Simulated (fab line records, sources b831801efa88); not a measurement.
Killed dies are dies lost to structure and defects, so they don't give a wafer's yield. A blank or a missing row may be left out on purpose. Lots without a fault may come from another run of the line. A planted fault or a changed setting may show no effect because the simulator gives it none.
Chamber matching | flow gf180mcu | GF_V4_CMP_26 on cmp-01: 4 sister chambers
The step polishes, stops on SiO2, t overpolish 15 s, target thk 0 nm. 14 wafers are shown with their chamber, then 7 later ones without.

WAFERS WITH THEIR CHAMBER
wafer  | chamber | motor_current_A (A) | time_to_endpoint_s (s) | slurry_flow_ml_min
L451.3 | 1       | 11.6                | 75                     | 150.3
L451.5 | 0       | 10.3                | 84                     | 150.4
L451.6 | 1       | 11.5                | 77                     | 149.9
L454.1 | 0       | 10.4                | 89                     | 149.6
L454.5 | 2       | 12.5                | 88                     | 150.0
L454.6 | 3       | 9.7                 | 82                     | 149.2
L460.1 | 1       | 12.4                | 83                     | 150.2
L460.2 | 0       | 10.3                | 85                     | 149.2
L460.5 | 3       | 9.9                 | 78                     | 150.0
L462.1 | 0       | 10.6                | 87                     | 150.1
L462.4 | 3       | 10.0                | 79                     | 149.0
L462.6 | 3       | 10.1                | 81                     | 149.5
L470.3 | 0       | 10.5                | 87                     | 150.0
L470.4 | 2       | 12.3                | 85                     | 149.4

SIGNATURES (means of the wafers above)
reading            | chamber 0 | chamber 1 | chamber 2 | chamber 3 | scatter within a chamber
motor_current_A    | 10.420    | 11.833    | 12.400    | 9.925     | 0.257
time_to_endpoint_s | 86.40     | 78.33     | 86.50     | 80.00     | 2.54
slurry_flow_ml_min | 149.860   | 150.133   | 149.700   | 149.425   | 0.413
Rule: a wafer's distance from a chamber is the root of the sum, over the readings, of the square of ((its reading less the chamber's mean) divided by the reading's scatter). The wafer belongs to the nearest chamber; if the next one is less than 2 further off, it can't be placed. The scatter: the root of (the sum of the squares of (reading less its chamber's mean) over the shown wafers, divided by (wafers less chambers)).

WAFERS WITHOUT THEIR CHAMBER
wafer  | motor_current_A (A) | time_to_endpoint_s (s) | slurry_flow_ml_min
L470.6 | 9.9                 | 85                     | 149.5
L471.3 | 10.1                | 85                     | 150.3
L471.4 | 13.0                | 84                     | 148.8
L471.6 | 12.7                | 85                     | 149.3
L473.2 | 9.9                 | 88                     | 149.6
L473.3 | 10.7                | 83                     | 150.6
L473.6 | 10.0                | 89                     | 150.6

WHICH CHAMBER EACH WENT THROUGH
wafer  | from the rows above     | in truth
L470.6 | can't be placed: 3 or 0 | 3
L471.3 | can't be placed: 0 or 3 | 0
L471.4 | 2                       | 2
L471.6 | 2                       | 2
L473.2 | can't be placed: 0 or 3 | 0
L473.3 | can't be placed: 0 or 3 | 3
L473.6 | can't be placed: 0 or 3 | 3
Placed correctly: 2 of 7. Can't be placed from these rows: 5 (the true chamber is among the candidates in 5). Placed wrongly: 0.
